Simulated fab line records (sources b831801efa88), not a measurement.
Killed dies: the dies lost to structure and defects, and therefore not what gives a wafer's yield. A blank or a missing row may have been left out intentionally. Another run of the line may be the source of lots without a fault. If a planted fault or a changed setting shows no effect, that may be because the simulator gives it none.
Comparing a struck lot with a sound one / flow sky130 / 29 steps out of a route of 708
Sound: the wafers L459.1, L459.5, L459.6. Struck: wafers L456.1, L456.3, L456.6. The cause comes at the end.
At each step with rows: each side's tool, then ch and its chambers, then its first start. Under that, the readings that differ: sound wafers / struck wafers / difference of the means / sigmas: that difference in standard deviations of wafers without a fault.
alike: same words and numbers on both sides, and readings whose means sit less than 2 such deviations apart. not compared: any withheld reading, any reading some wafer has no value for, any bound like >300 that may hide the same value, and any number with overlapping values for which the record gives no deviation.
Wherever a step has rows on one side only, a row that says differs or no value, or a row with sigmas, the two part there. Numbers that don't overlap but have no deviation are shown without sigmas and don't part them. A reading missing from all wafers of one side parts the sides only when that side holds two or more wafers.

SKY_PWDE_STRIP_09: strips in O2/N2.
  sound on plasmaAsher-03 ch 0,1, day 9 02:59; struck on plasmaAsher-02 ch 0,1, day 8 11:40
  alike: drypumpMotorCurrentA, oesProductAu, stripTimeToEndpointS
  not compared: rfHoursCounterH
SKY_PWDE_TW_MEAS_10:
  sound: filmMetro-02 at day 9 03:05; struck: filmMetro-02 at day 8 11:46
  alike: PWDE_TW
then, 7 steps without rows for these wafers: SKY_NWELL_DEHYDRATE_03 (time 60 s); SKY_NWELL_HMDS_04 (prime time 60 s); SKY_NWELL_COAT_05 (resist thk 3000 nm); SKY_NWELL_SOFTBAKE_06; SKY_NWELL_EXPOSE_07 (exposes mask NWM, target cd 840 nm); SKY_NWELL_PEB_08; SKY_NWELL_DEVELOP_09 (develop time 60 s).
SKY_NWELL_OVL_MEAS_10:
  sound: overlay-01 at day 10 00:19; struck: overlay-02 at day 9 09:47
  alike: NWELL_00_OVL
then, 2 steps without rows for these wafers: SKY_NWELL_IMPLANT_11; SKY_NWELL_IMPLANT_12.
SKY_NWELL_IMPLANT_13:
  struck on implanter-03, day 9 10:07; sound on implanter-01 ch 0, day 10 00:39
  no value came back on the struck wafers for beamEnergyKeV, beamOnS (s); on the sound wafers beamEnergyKeV reads 50.019 50.005 49.993
SKY_NWELL_STRIP_14: strips in O2/N2.
  sound on plasmaAsher-04 ch 0,1, day 10 00:48; struck on plasmaAsher-03 ch 0, day 9 10:16
  alike: drypumpMotorCurrentA, oesProductAu, stripTimeToEndpointS
  not compared: rfHoursCounterH
SKY_NWELL_TW_MEAS_15:
  sound: filmMetro-03 at day 10 00:54; struck: filmMetro-02 at day 9 10:22
reading=NWELL_TW; sound=1811 1815 1815; struck=1835 1834 1844; difference=+24; sigmas=+2
then, 7 steps without rows for these wafers: SKY_NWELL_DEHYDRATE_16 (time 60 s); SKY_NWELL_HMDS_17 (prime time 60 s); SKY_NWELL_COAT_18 (resist thk 3000 nm); SKY_NWELL_SOFTBAKE_19; SKY_NWELL_EXPOSE_20 (exposes mask NWM COMPLEMENT, target cd 840 nm); SKY_NWELL_PEB_21; SKY_NWELL_DEVELOP_22 (develop time 60 s).
SKY_NWELL_OVL_MEAS_23:
  sound: overlay-01 at day 10 23:08; struck: overlay-02 at day 10 08:20
  alike: NWELL_01_OVL
then, 1 step without rows for these wafers: SKY_NWELL_IMPLANT_24.
SKY_NWELL_STRIP_25: strips in O2/N2.
  sound on plasmaAsher-04 ch 0,1, day 10 23:19; struck on plasmaAsher-04 ch 0,1, day 10 08:31
  alike: drypumpMotorCurrentA, oesProductAu, stripTimeToEndpointS
  not compared: rfHoursCounterH
SKY_NWELL_TW_MEAS_26:
  sound: filmMetro-04 at day 10 23:25; struck: filmMetro-04 at day 10 08:37
  alike: NWELL_2_TW
then, 1 step without rows for these wafers: SKY_NWELL_CLEAN_27 (cleans in SC1/SC2, time 150 s).
SKY_NWELL_RTA_28: time 30 s.
  sound on rtpAnneal-01 ch 0, day 10 23:31; struck on rtpAnneal-02 ch 0, day 10 08:43
  alike: lampPowerPct, wafer_temp_C_max
SKY_NWELL_RS_MEAS_29: measures by four-point-probe.
  sound: filmMetro-02 at day 10 23:43; struck: filmMetro-03 at day 10 08:49
reading=NWELL_RS (ohm/sq); sound=623.6 621.4 622.8; struck=648.9 647.7 647.2; difference=+25.3; sigmas=+13

## WHERE THEY PART
At SKY_NWELL_IMPLANT_13 first; at SKY_NWELL_RS_MEAS_29 last (within this record only).

WHY: what the simulator had put in
Skipped step whole: implanter-03, from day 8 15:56 on, at SKY_NWELL_IMPLANT_13. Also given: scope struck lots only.
